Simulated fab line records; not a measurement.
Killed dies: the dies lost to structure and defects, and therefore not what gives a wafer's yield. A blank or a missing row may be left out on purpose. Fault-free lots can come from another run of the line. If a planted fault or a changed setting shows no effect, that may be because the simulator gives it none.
What tool caused it? ; flow gf180mcu ; 11 lots, 33 wafers sampled, at 5 steps of a route of 602

== WHAT THE GAUGES READ, wafer by wafer ==
GF_V5_THK_MEAS_03.
lot;measured;on;V5_CVD_02_THK (nm)
L699;day 26 09:03;film_metro-03;1436 1456 1441
L700;day 26 21:26;film_metro-02;1435 1468 1458
L702;day 27 15:19;film_metro-01;1430 1443 1456
L707;day 29 07:22;film_metro-03;1452 1443 1463
L708;day 29 11:48;film_metro-02;1421 1432 1462
L709;day 29 19:09;film_metro-01;1440 1470 1454
L710;day 30 04:13;film_metro-03;1408 1473 1437
L711;day 30 12:41;film_metro-01;1433 1427 1466
L712;day 30 14:24;film_metro-01;1458 1417 1474
L713;day 30 22:08;film_metro-02;1450 1404 1445
L721;day 32 22:26;film_metro-03;1438 1452 1484

GF_TOP_METAL_CD_MEAS_14: the cd target is 440 nm.
lot;measured;on;cd_nm (nm)
L699;day 28 04:05;cd_sem-02;439.8 439.7 439.0
L700;day 28 16:01;cd_sem-02;441.0 438.8 441.1
L702;day 29 08:30;cd_sem-02;441.7 440.4 441.5
L707;day 30 23:22;cd_sem-02;442.1 440.5 441.5
L708;day 31 03:26;cd_sem-01;443.7 442.6 444.4
L709;day 31 09:13;cd_sem-01;440.1 440.0 441.4
L710;day 31 18:19;cd_sem-02;424.4 423.9 438.6
L711;day 32 02:14;cd_sem-01;439.8 437.4 440.6
L712;day 32 03:11;cd_sem-01;439.5 440.6 438.7
L713;day 32 10:17;cd_sem-01;442.3 442.7 443.6
L721;day 34 07:47;cd_sem-01;436.3 437.2 438.7

== TOOL THAT RAN EACH LOT (tool first, then ch and the chambers of the sampled wafers, then the start) ==
lot;GF_M5_METAL_ETCH_10;GF_V5_SPUTTER_21;GF_TOP_METAL_EXPOSE_11
L699;rie_metal-04 ch 1, day 26 08:02;pvd_sputter-02, day 27 07:05;iline_stepper-01 ch 0, day 27 18:29
L700;rie_metal-03 ch 0,1, day 26 20:29;pvd_sputter-04, day 27 19:05;iline_stepper-02 ch 0, day 28 06:14
L702;rie_metal-04 ch 0,1, day 27 14:29;pvd_sputter-02, day 28 12:16;iline_stepper-02 ch 0, day 28 23:17
L707;rie_metal-01 ch 0,1, day 29 06:29;pvd_sputter-02, day 30 03:53;iline_stepper-01 ch 0, day 30 14:22
L708;rie_metal-03 ch 0,1, day 29 10:56;pvd_sputter-02, day 30 07:53;iline_stepper-01 ch 0, day 30 18:17
L709;rie_metal-01 ch 0,1, day 29 18:17;pvd_sputter-02, day 30 14:50;iline_stepper-01 ch 0, day 31 00:42
L710;rie_metal-03 ch 0,1, day 30 03:20;pvd_sputter-02, day 30 23:53;iline_stepper-01 ch 0, day 31 09:53
L711;rie_metal-03 ch 0, day 30 11:23;pvd_sputter-02, day 31 08:05;iline_stepper-02 ch 0, day 31 17:34
L712;rie_metal-01 ch 1, day 30 13:07;pvd_sputter-02, day 31 09:32;iline_stepper-02 ch 0, day 31 19:04
L713;rie_metal-04 ch 0,1, day 30 21:14;pvd_sputter-04, day 31 17:04;iline_stepper-02 ch 0, day 32 02:38
L721;rie_metal-03 ch 0,1, day 32 21:34;pvd_sputter-02, day 33 15:34;iline_stepper-02 ch 0, day 34 00:28
- GF_M5_METAL_ETCH_10: etches the open film in Cl2/BCl3, stops on SiO2, target depth 627.5 nm, time 104.6 s.
- GF_V5_SPUTTER_21: material Ti, target thk 15 nm, time 80.02 s.
- GF_TOP_METAL_EXPOSE_11: exposes mask MetalTop, target cd 440 nm.

== WHAT THE TOOLS THEMSELVES READ (means of the sampled wafers that have a number; where no wafer has one, the mark that the record gives instead) ==
GF_M5_METAL_ETCH_10.
lot;tool;drypump_motor_current_A (A);oes_product_au (a.u.);throttle_valve_pct (%)
L699;rie_metal-04;5.6;0.968;28.258
L700;rie_metal-03;5.1;0.973;28.252
L702;rie_metal-04;5.4;0.969;28.252
L707;rie_metal-01;5.8;0.976;28.243
L708;rie_metal-03;5.5;0.974;28.252
L709;rie_metal-01;5.6;0.963;28.255
L710;rie_metal-03;5.0;0.973;28.248
L711;rie_metal-03;5.7;0.972;28.251
L712;rie_metal-01;6.1;0.967;28.249
L713;rie_metal-04;5.4;0.972;28.246
L721;rie_metal-03;5.1;0.978;28.242

GF_V5_SPUTTER_21.
lot;tool;substrate_temp_c (C);throttle_valve_pct (%)
L699;pvd_sputter-02;199.83;30.6
L700;pvd_sputter-04;200.09;30.6
L702;pvd_sputter-02;199.78;31.0
L707;pvd_sputter-02;200.02;30.8
L708;pvd_sputter-02;200.08;31.3
L709;pvd_sputter-02;199.97;30.3
L710;pvd_sputter-02;199.96;29.8
L711;pvd_sputter-02;199.99;29.6
L712;pvd_sputter-02;199.88;31.0
L713;pvd_sputter-04;199.82;30.6
L721;pvd_sputter-02;199.92;31.0

GF_TOP_METAL_EXPOSE_11.
lot;tool;exposure_dose_mJ_cm2;focus_offset_nm (nm)
L699;iline_stepper-01;169.93;-0.0
L700;iline_stepper-02;170.01;-0.8
L702;iline_stepper-02;170.16;-0.3
L707;iline_stepper-01;170.12;-0.7
L708;iline_stepper-01;170.02;0.2
L709;iline_stepper-01;170.17;-0.3
L710;iline_stepper-01;170.26;0.5
L711;iline_stepper-02;170.09;0.1
L712;iline_stepper-02;169.84;-0.6
L713;iline_stepper-02;170.05;-0.2
L721;iline_stepper-02;170.04;-0.0

== THE ANSWER, worked out from the rows above alone ==
Rule: the lots themselves supply what counts as usual. Put in order of their means at a reading, lots are off if they are a third of the lots or fewer, leave a main group of 4 or more, and stand apart from it by a gap of 3 or more times the standard deviation of the main group's means; of several such gaps the widest counts. A main group is skipped when, at the precision printed for the reading in the tables above, its means are all equal. Also off: a lot with no number at a reading for which 4 or more lots have one. The other lots that the step has rows for count as sound. Order of review: gauges by route order, followed by the tools' own readings, for which a lot's mean as printed above is used. The first step at which some lot is off is used, and at that step the reading that is off furthest; a lot without a number counts as furthest.
Off: L710, at GF_TOP_METAL_CD_MEAS_14 (cd_nm). The main group: mean 440.6 nm, standard deviation 1.7.
If a tool, at a process step before that reading, ran all the lots that are off and no sound lot after the first of them, it fits. The gauges at GF_TOP_METAL_CD_MEAS_14 are tried like those tools. This does not decide it: 2 tools fit, namely iline_stepper-01 at GF_TOP_METAL_EXPOSE_11 and cd_sem-02 at GF_TOP_METAL_CD_MEAS_14.

== WHAT HAD BEEN PUT IN BY THE SIMULATOR ==
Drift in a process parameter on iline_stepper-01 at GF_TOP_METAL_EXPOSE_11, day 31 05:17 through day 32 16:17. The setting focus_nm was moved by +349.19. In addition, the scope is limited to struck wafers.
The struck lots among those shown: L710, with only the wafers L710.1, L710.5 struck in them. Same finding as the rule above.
